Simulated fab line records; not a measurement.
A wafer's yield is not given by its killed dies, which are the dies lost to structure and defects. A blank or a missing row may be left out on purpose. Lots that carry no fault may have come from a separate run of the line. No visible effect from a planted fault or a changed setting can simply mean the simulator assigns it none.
Which tool did it? + flow gf180mcu + 72 wafers from 24 lots sampled at 3 of the route's 602 steps

## WHAT EACH GAUGE READ, for each wafer
GF_M4_OVL_MEAS_15. Usual: M4_OVL typically reads 1 nm, with standard deviation 6.2.
| lot  | measured     | on         | M4_OVL (nm) | flag |
|------|--------------|------------|-------------|------|
| L074 | day 23 00:11 | overlay-01 | -1 2 1      |      |
| L075 | day 23 04:35 | overlay-02 | -1 9 10     |      |
| L076 | day 23 14:11 | overlay-01 | 7 -2 1      |      |
| L077 | day 24 05:35 | overlay-01 | 8 11 7      |      |
| L078 | day 24 08:09 | overlay-01 | 8 1 2       |      |
| L079 | day 24 16:05 | overlay-01 | 6 -2 -2     |      |
| L080 | day 25 07:17 | overlay-01 | -3 -7 -5    |      |
| L081 | day 25 11:59 | overlay-02 | -7 -2 -3    |      |
| L082 | day 26 06:32 | overlay-02 | -1 -6 -8    |      |
| L083 | day 26 17:59 | overlay-01 | 2 -1 -2     |      |
| L084 | day 26 23:47 | overlay-02 | -2 1 7      |      |
| L085 | day 27 15:30 | overlay-02 | -6 -5 -3    |      |
| L086 | day 27 21:38 | overlay-01 | -2 -2 -3    |      |
| L087 | day 28 05:44 | overlay-02 | 4 10 11     |      |
| L088 | day 28 09:05 | overlay-01 | 6 11 6      |      |
| L090 | day 28 21:56 | overlay-01 | 4 -4 -3     |      |
| L089 | day 29 01:44 | overlay-02 | 2 0 -3      |      |
| L092 | day 29 10:32 | overlay-02 | 6 6 6       |      |
| L091 | day 29 14:05 | overlay-01 | 2 0 -1      |      |
| L093 | day 29 20:29 | overlay-01 | 4 9 12      |      |
| L094 | day 30 00:38 | overlay-01 | -14 -16 -15 |      |
| L096 | day 30 05:47 | overlay-02 | 3 5 6       |      |
| L095 | day 30 08:24 | overlay-01 | 5 5 6       |      |
| L097 | day 30 19:14 | overlay-02 | 4 1 6       |      |

GF_V4_THK_MEAS_03. Usual: V4_CVD_02_THK typically reads 851 nm, with standard deviation 11.
| lot  | measured     | on            | V4_CVD_02_THK (nm) | flag |
|------|--------------|---------------|--------------------|------|
| L074 | day 23 01:07 | film-metro-03 | 841 866 858        |      |
| L075 | day 23 05:32 | film-metro-04 | 858 860 845        |      |
| L076 | day 23 15:09 | film-metro-03 | 860 859 859        |      |
| L077 | day 24 06:35 | film-metro-03 | 825 852 846        |      |
| L078 | day 24 09:08 | film-metro-03 | 843 863 862        |      |
| L079 | day 24 16:59 | film-metro-01 | 845 849 860        |      |
| L080 | day 25 08:24 | film-metro-03 | 846 854 854        |      |
| L081 | day 25 13:05 | film-metro-01 | 840 862 849        |      |
| L082 | day 26 07:34 | film-metro-01 | 847 868 858        |      |
| L083 | day 26 18:54 | film-metro-01 | 850 836 855        |      |
| L084 | day 27 00:44 | film-metro-01 | 851 863 855        |      |
| L085 | day 27 16:27 | film-metro-01 | 845 850 849        |      |
| L086 | day 27 22:34 | film-metro-04 | 837 852 852        |      |
| L087 | day 28 06:39 | film-metro-04 | 848 849 857        |      |
| L088 | day 28 10:02 | film-metro-04 | 859 849 852        |      |
| L090 | day 28 22:52 | film-metro-01 | 836 846 855        |      |
| L089 | day 29 02:50 | film-metro-03 | 834 850 853        |      |
| L092 | day 29 11:34 | film-metro-04 | 848 841 850        |      |
| L091 | day 29 14:59 | film-metro-04 | 850 843 864        |      |
| L093 | day 29 21:25 | film-metro-04 | 852 856 853        |      |
| L094 | day 30 01:33 | film-metro-04 | 859 835 867        |      |
| L096 | day 30 06:41 | film-metro-01 | 839 845 858        |      |
| L095 | day 30 09:25 | film-metro-03 | 878 852 857        |      |
| L097 | day 30 20:29 | film-metro-04 | 851 833 842        |      |

## WHAT TOOL EACH LOT RAN ON (gives the tool, then ch and the chambers of the sampled wafers, and finally the start)
| lot  | GF_M4_SPUTTER_01             |
|------|------------------------------|
| L074 | pvd-sputter-03, day 22 00:40 |
| L075 | pvd-sputter-02, day 22 05:19 |
| L076 | pvd-sputter-03, day 22 15:13 |
| L077 | pvd-sputter-03, day 23 06:47 |
| L078 | pvd-sputter-03, day 23 09:25 |
| L079 | pvd-sputter-02, day 23 17:19 |
| L080 | pvd-sputter-03, day 24 09:07 |
| L081 | pvd-sputter-01, day 24 13:26 |
| L082 | pvd-sputter-02, day 25 08:10 |
| L083 | pvd-sputter-03, day 25 21:37 |
| L084 | pvd-sputter-01, day 26 01:58 |
| L085 | pvd-sputter-01, day 26 18:35 |
| L086 | pvd-sputter-01, day 27 01:28 |
| L087 | pvd-sputter-02, day 27 09:37 |
| L088 | pvd-sputter-03, day 27 12:56 |
| L090 | pvd-sputter-02, day 28 02:37 |
| L089 | pvd-sputter-02, day 28 06:10 |
| L092 | pvd-sputter-01, day 28 15:47 |
| L091 | pvd-sputter-02, day 28 19:31 |
| L093 | pvd-sputter-03, day 29 01:34 |
| L094 | pvd-sputter-03, day 29 05:34 |
| L096 | pvd-sputter-03, day 29 10:53 |
| L095 | pvd-sputter-03, day 29 13:31 |
| L097 | pvd-sputter-03, day 30 01:14 |
- GF_M4_SPUTTER_01: material TiN, target thk 30 nm, time 25 s.

## WHAT THE TOOLS THEMSELVES READ (means of the sampled wafers that have a number; where no wafer has one, the mark that the record gives instead)
GF_M4_SPUTTER_01. Usual: throttle-valve-pct 29.7 %, standard deviation 1.2.
| lot  | tool           | throttle-valve-pct (%) | flag |
|------|----------------|------------------------|------|
| L074 | pvd-sputter-03 | 30.0                   |      |
| L075 | pvd-sputter-02 | 29.3                   |      |
| L076 | pvd-sputter-03 | 29.5                   |      |
| L077 | pvd-sputter-03 | 29.9                   |      |
| L078 | pvd-sputter-03 | 28.8                   |      |
| L079 | pvd-sputter-02 | 30.0                   |      |
| L080 | pvd-sputter-03 | 29.5                   |      |
| L081 | pvd-sputter-01 | 30.1                   |      |
| L082 | pvd-sputter-02 | 29.9                   |      |
| L083 | pvd-sputter-03 | 29.4                   |      |
| L084 | pvd-sputter-01 | 30.4                   |      |
| L085 | pvd-sputter-01 | 31.0                   |      |
| L086 | pvd-sputter-01 | 28.0                   |      |
| L087 | pvd-sputter-02 | 30.0                   |      |
| L088 | pvd-sputter-03 | 30.0                   |      |
| L090 | pvd-sputter-02 | 30.1                   |      |
| L089 | pvd-sputter-02 | 30.0                   |      |
| L092 | pvd-sputter-01 | 29.9                   |      |
| L091 | pvd-sputter-02 | 30.3                   |      |
| L093 | pvd-sputter-03 | 29.4                   |      |
| L094 | pvd-sputter-03 | 29.4                   |      |
| L096 | pvd-sputter-03 | 28.8                   |      |
| L095 | pvd-sputter-03 | 29.5                   |      |
| L097 | pvd-sputter-03 | 29.4                   |      |

## THE ANSWER, worked out from the rows above alone
Rule: a lot counts as off when the mean over its wafers that have a number is more than 3 standard deviations away from the usual mean. Also off: a lot with no number at a reading for which 4 or more lots have one. Where the step has rows for the other lots, those lots are counted as sound. First the gauges in route order, then the tools' own readings, where a lot's mean is used as printed above. At the first step where some lot is off, the reading lying furthest off is the one used; lots without a number count as furthest.
No lot is off at any reading shown: from this, nothing can be told.

## WHAT THE SIMULATOR HAD PUT IN
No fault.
